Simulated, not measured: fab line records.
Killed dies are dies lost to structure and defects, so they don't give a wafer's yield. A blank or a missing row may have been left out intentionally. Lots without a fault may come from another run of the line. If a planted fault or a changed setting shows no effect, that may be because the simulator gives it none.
A lot that was struck, set against a sound lot    flow sky130    22 steps out of a route of 708
Sound: the wafers L281.1, L281.2, L281.3. Wafers struck: L288.1, L288.3, L288.5. The cause comes at the end.
For every step that has rows: the tool of each side, followed by ch and its chambers, followed by its first start. Under that, the readings that differ: sound wafers    struck wafers    difference of the means    sigmas: that difference in standard deviations of wafers without a fault.
alike: same words and numbers on both sides, and readings whose means sit less than 2 such deviations apart. not compared: any withheld reading, any reading some wafer has no value for, any bound like >300 that may hide the same value, and any number with overlapping values for which the record gives no deviation.
The two part at a step that has a row with sigmas, a row that says differs or no value, or rows on one side only. Numbers that have no deviation but don't overlap get no sigmas and don't part them. A reading that every wafer of one side lacks parts them only if that side has two wafers or more.

first, 7 steps without rows for these wafers: SKY_FIELD_ISO_HMDS_06 (prime time 60 s); SKY_FIELD_ISO_COAT_07 (resist thk 60 nm); SKY_FIELD_ISO_COAT_08 (resist thk 450 nm); SKY_FIELD_ISO_SOFTBAKE_09 (time 90 s); SKY_FIELD_ISO_EXPOSE_10 (exposes mask FOM, target cd 150 nm); SKY_FIELD_ISO_PEB_11; SKY_FIELD_ISO_DEVELOP_12 (develop time 60 s).
SKY_FIELD_ISO_CD_MEAS_13: the cd target is 150 nm.
  sound on cd_sem-01, day 3 13:41; struck on cd_sem-01, day 5 03:10
  alike: cd_nm
SKY_FIELD_ISO_ETCH_14: etches BARC in N2/H2, stops on SiO2, time 45.9 s, target depth 60 nm.
  sound on rie_diel-01 ch 1,2,3, day 3 13:48; struck on rie_diel-02 ch 2,3, day 5 03:17
  alike: bias_w, chamber_pressure_mTorr, drypump_motor_current_A, oes_product_au, throttle_valve_pct
  not compared: rf_hours_counter_h
SKY_FIELD_ISO_ETCH_15: etches the open film in CHF3/O2, stops on Si, target depth 180 nm, time 72 s.
  sound on rie_diel-01 ch 1,2,3, day 3 13:51; struck on rie_diel-02 ch 2,3, day 5 03:19
  alike: O2_flow_sccm, bias_w, drypump_motor_current_A, oes_product_au, throttle_valve_pct
  not compared: rf_hours_counter_h
SKY_FIELD_ISO_STRIP_16: strips in O2/N2.
  sound on plasma_asher-04 ch 0,1, day 3 13:54; struck on plasma_asher-04 ch 0,1, day 5 03:23
  alike: drypump_motor_current_A, o2_flow_sccm, oes_product_au, strip_time_to_endpoint_s
  not compared: rf_hours_counter_h
SKY_FIELD_ISO_ETCH_17: etches Si in HBr/Cl2/O2, target depth 342 nm, time 97.7 s.
  sound on rie_si-02 ch 0,1,2, day 3 14:00; struck on rie_si-01 ch 0,1,2, day 5 03:29
  alike: HBr_flow_sccm, O2_flow_sccm, drypump_motor_current_A, oes_product_au, throttle_valve_pct
  not compared: rf_hours_counter_h
SKY_FIELD_ISO_WET_ETCH_18: etches Si3N4 in H3PO4, target depth 25 nm, time 286 s.
  sound on wet_bench-03 ch 0, day 3 14:04; struck on wet_bench-03 ch 1, day 5 03:33
  no value came back on the struck wafers for bath_guard_temp_C (C), bath_heat_duty_pct (%); on the sound wafers bath_guard_temp_C (C) reads 159.8 160.3 160.5
reading                                      sound              struck             difference  sigmas
model.Si3N4_of_FIELD_ISO_CVD_03.thk_nm (nm)  124.1 122.2 125.4  148.2 147.8 148.4  +24.2       
then, 6 steps without rows for these wafers: SKY_FIELD_ISO_CLEAN_19 (cleans in SC1/SC2, time 150 s); SKY_FIELD_ISO_CLEAN_20 (cleans in dHF, time 20 s); SKY_FIELD_ISO_WET_ETCH_21 (etches SiO2 in dHF, target depth 20 nm, time 400 s); SKY_FIELD_ISO_OXIDATION_22 (stabilise 600 s, purge 300 s, target thk 10 nm); SKY_FIELD_ISO_CVD_24 (deposits SiO2, target thk 595 nm, time 99.2 s); SKY_FIELD_ISO_ANNEAL_26 (time 1800 s).
SKY_FIELD_ISO_CMP_27: polishes, stops on Si3N4, t overpolish 16 s, target thk 457.8 nm.
  sound on cmp-01 ch 0,2,3, day 3 19:31; struck on cmp-02 ch 1,2,3, day 5 08:02
  alike: motor_current_A
SKY_FIELD_ISO_WET_ETCH_28: etches SiO2 in dHF, target depth 23.7 nm, time 47 s.
  sound on wet_bench-03 ch 2, day 3 19:49; struck on wet_bench-04 ch 1, day 5 08:14
reading                                      sound              struck             difference  sigmas
run_length_s (s)                             73.3 73.3 73.3     78.9 78.9 78.9     +5.6        +2
model.Si3N4_of_FIELD_ISO_CVD_03.thk_nm (nm)  118.2 116.3 119.4  142.4 141.9 142.5  +24.3       
  alike: bath_heat_duty_pct
then, 1 step without rows for these wafers: SKY_FIELD_ISO_WET_ETCH_29 (etches Si3N4 in H3PO4, target depth 160 nm, time 1825 s).

== WHERE THEY PART ==
First at SKY_FIELD_ISO_WET_ETCH_18; last, within this record, at SKY_FIELD_ISO_WET_ETCH_28.

WHY: what had been put in by the simulator
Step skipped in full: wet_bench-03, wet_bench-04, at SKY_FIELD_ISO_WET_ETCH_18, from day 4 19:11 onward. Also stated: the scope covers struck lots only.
